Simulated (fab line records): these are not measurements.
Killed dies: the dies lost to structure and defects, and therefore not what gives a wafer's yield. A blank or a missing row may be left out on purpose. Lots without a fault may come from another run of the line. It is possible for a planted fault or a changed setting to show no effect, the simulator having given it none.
Matching of chambers    flow sky130    rie diel-02 running SKY_FIELD_ISO_ETCH_15: 4 sister chambers
The step etches the open film in CHF3/O2, stops on Si, target depth 180 nm, time 72 s. 8 wafers are shown with their chamber, then 7 later ones without.

EACH WAFER AND ITS CHAMBER
wafer   chamber  drypump motor current A (A)  run length s (s)
L507.2  2        5.96                         100.4
L512.5  3        5.57                         101.1
L513.4  2        5.95                         100.8
L513.5  1        5.70                         99.9
L520.5  0        5.98                         100.7
L520.6  3        5.62                         101.0
L521.1  0        5.96                         100.8
L521.4  1        5.72                         99.8

WAFERS MISSING THEIR CHAMBER
wafer   drypump motor current A (A)  run length s (s)
L521.6  5.71                         99.4
L522.1  5.95                         100.2
L522.2  5.55                         100.8
L522.6  5.95                         100.1
L523.1  5.94                         100.2
L523.3  5.73                         99.4
L523.6  5.75                         99.7

EACH ONE'S CHAMBER
wafer   from the rows above      in truth
L521.6  1                        1
L522.1  can't be placed: 2 or 0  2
L522.2  3                        3
L522.6  can't be placed: 2 or 0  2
L523.1  can't be placed: 2 or 0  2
L523.3  1                        1
L523.6  1                        1
4 of 7 placed correctly. These rows do not allow placing 3 (true chamber among the candidates in 3). Placed wrongly: 0.
How it was worked out, from the rows above alone: a wafer's distance from a chamber is the root of the sum, over the readings, of the square of ((its reading less the chamber's mean) divided by the reading's scatter). If the next closest chamber is less than 2 further off than the closest, the wafer can't be placed; otherwise it belongs to the closest. Each chamber's mean is taken over the wafers shown for it. The scatter is the square root of a quotient: the sum, over the shown wafers, of each reading's squared deviation from its chamber's mean, divided by wafers minus chambers.
